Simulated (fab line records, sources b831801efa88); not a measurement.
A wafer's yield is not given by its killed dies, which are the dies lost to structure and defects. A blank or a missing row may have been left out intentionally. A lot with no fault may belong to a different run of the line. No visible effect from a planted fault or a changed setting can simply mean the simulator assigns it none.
Matching of chambers | flow gf180mcu | 4 sister chambers for GF_CONTACT_CMP_04 on cmp-01
The step polishes SiO2. 14 wafers are shown with their chamber, then 7 later ones without.

== EACH WAFER AND ITS CHAMBER ==
wafer  | chamber | motor-current-A (A) | platen-rpm (rpm) | time-to-endpoint-s (s)
L225.1 | 2       | 10.4                | 60.06            | 101
L225.3 | 0       | 10.6                | 59.94            | 105
L225.4 | 3       | 14.7                | 59.97            | 106
L226.1 | 0       | 11.1                | 60.01            | 119
L226.3 | 2       | 10.4                | 60.04            | 110
L226.5 | 0       | 10.6                | 60.01            | 120
L228.2 | 0       | 11.2                | 59.96            | 117
L228.3 | 3       | 14.2                | 59.96            | 109
L228.5 | 1       | 10.9                | 60.01            | 111
L229.1 | 1       | 11.1                | 60.00            | 102
L229.4 | 2       | 9.8                 | 60.08            | 108
L229.6 | 3       | 13.5                | 59.94            | 110
L231.2 | 1       | 11.2                | 60.04            | 101
L231.3 | 0       | 11.3                | 60.00            | 109

SIGNATURES, as means of the wafers listed above
reading            | chamber 0 | chamber 1 | chamber 2 | chamber 3 | scatter within a chamber
motor-current-A    | 10.960    | 11.067    | 10.200    | 14.133    | 0.383
platen-rpm         | 59.9840   | 60.0167   | 60.0600   | 59.9567   | 0.025
time-to-endpoint-s | 114.00    | 104.67    | 106.33    | 108.33    | 5.39
Rule: for each reading, subtract the chamber's mean from the wafer's reading, divide by that reading's scatter and square the result; add these up over the readings and take the root, which gives the wafer's distance from the chamber. If the next closest chamber is less than 2 further off than the closest, the wafer can't be placed; otherwise it belongs to the closest. The scatter: take each reading less its chamber's mean, square it, sum over the shown wafers, divide by the number of wafers less the number of chambers, and take the root.

== WAFERS MISSING THEIR CHAMBER ==
wafer  | motor-current-A (A) | platen-rpm (rpm) | time-to-endpoint-s (s)
L231.5 | 11.0                | 60.07            | 108
L233.1 | 10.8                | 60.05            | 102
L233.4 | 14.3                | 59.95            | 109
L233.5 | 11.6                | 60.03            | 107
L236.1 | 10.4                | 59.97            | 103
L236.2 | 11.2                | 60.05            | 103
L236.3 | 14.8                | 60.12            | 105

== EACH ONE'S CHAMBER ==
wafer  | from the rows above          | in truth
L231.5 | can't be placed: 2 or 1 or 0 | 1
L233.1 | can't be placed: 1 or 2 or 0 | 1
L233.4 | 3                            | 3
L233.5 | can't be placed: 1 or 0      | 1
L236.1 | can't be placed: 1 or 0 or 2 | 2
L236.2 | can't be placed: 1 or 2 or 0 | 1
L236.3 | 3                            | 3
Correctly placed: 2 of 7. These rows do not allow placing 5 (true chamber among the candidates in 5). 0 placed wrongly.
